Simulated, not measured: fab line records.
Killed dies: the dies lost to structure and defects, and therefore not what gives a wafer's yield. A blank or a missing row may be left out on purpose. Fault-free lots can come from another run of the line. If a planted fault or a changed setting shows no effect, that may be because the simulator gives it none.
One fault through the eyes of 2 desks || flow sky130 || only its own numbers are on each desk; what lay behind them is given at the end

== AT THE TOOL OWNER'S DESK: hdpcvd-01 ==
The tool's own readings at SKY_CONTACT_HDPCVD_02 (deposits SiO2, target thk 565 nm, time 94.2 s): means of the sampled wafers that have a number, for each lot that ran on this tool. If a lot's mean is further than 4 standard deviations from the usual mean, the lot is out of limits and carries the mark OUT (the distance appears in the brackets).
Columns: A = susceptor temp C at SKY_CONTACT_HDPCVD_02, usual 600.02 C
{"lot": "L670", "first seen here": "day 32 15:13", "A": 599.86}
{"lot": "L672", "first seen here": "day 33 06:45", "A": 599.71}
{"lot": "L683", "first seen here": "day 36 15:26", "A": 599.90}
{"lot": "L684", "first seen here": "day 37 04:54", "A": 600.21}
This desk's finding: nothing out of limits on any of the 4 lots.

== FROM THE METROLOGY DESK ==
What the gauges read, lot by lot, whatever tool the lot ran on: means of the sampled wafers that have a number. If a lot's mean is further than 4 standard deviations from the usual mean, the lot is out of limits and carries the mark OUT (the distance appears in the brackets).
Columns: A = LI_CONTACT_HDPCVD_THK at SKY_LI_CONTACT_THK_MEAS_01, usual 936 nm; B = cd nm at SKY_LOCAL_INTERCONNECT_CD_MEAS_11, usual 170.1 nm; C = CONTACT_HDPCVD_THK at SKY_CONTACT_THK_MEAS_03, usual 568 nm
{"lot": "L666", "first seen here": "day 28 12:35", "A": 951, "B": 170.0, "C": 568}
{"lot": "L670", "first seen here": "day 30 05:38", "A": 946, "B": 170.3, "C": "720 (+27) OUT"}
{"lot": "L671", "first seen here": "day 30 14:10", "A": 946, "B": 168.8, "C": 566}
{"lot": "L672", "first seen here": "day 30 21:50", "A": 934, "B": 170.2, "C": "718 (+26) OUT"}
{"lot": "L673", "first seen here": "day 31 11:08", "A": 934, "B": 172.2, "C": 563}
{"lot": "L680", "first seen here": "day 33 09:31", "A": 928, "B": 169.7, "C": 567}
{"lot": "L681", "first seen here": "day 33 13:38", "A": 928, "B": 170.9, "C": 564}
{"lot": "L682", "first seen here": "day 34 05:44", "A": 940, "B": 169.3, "C": 563}
{"lot": "L683", "first seen here": "day 34 07:02", "A": 926, "B": 168.9, "C": 570}
{"lot": "L684", "first seen here": "day 34 20:43", "A": 928, "B": 171.8, "C": 575}
{"lot": "L685", "first seen here": "day 34 22:53", "A": 921, "B": 169.8, "C": 565}
{"lot": "L686", "first seen here": "day 35 06:11", "A": 935, "B": 169.6, "C": 565}
Finding of this desk: L670, L672 out of limits, first seen on L670 at day 32 15:18 (CONTACT_HDPCVD_THK at SKY_CONTACT_THK_MEAS_03). L666, L671, L673, L680, L681, L682, L683, L684, L685, L686: within limits.

== BROUGHT TOGETHER ==
At day 32 15:18 the metrology desk could have sounded an alarm, on L670, L672.
The desk of the tool owner found nothing out of limits.
Tool owner's desk: L670, L672 on record, inside its limits.
All the named lots went through SKY_CONTACT_HDPCVD_02 on hdpcvd-01.

== WHAT WAS PUT IN BY THE SIMULATOR ==
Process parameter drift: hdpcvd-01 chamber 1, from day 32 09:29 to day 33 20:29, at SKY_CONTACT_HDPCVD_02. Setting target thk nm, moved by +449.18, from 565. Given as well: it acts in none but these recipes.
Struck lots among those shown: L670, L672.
Delay in hours, fault start to first out-of-limits reading, per desk: metrology desk 6.
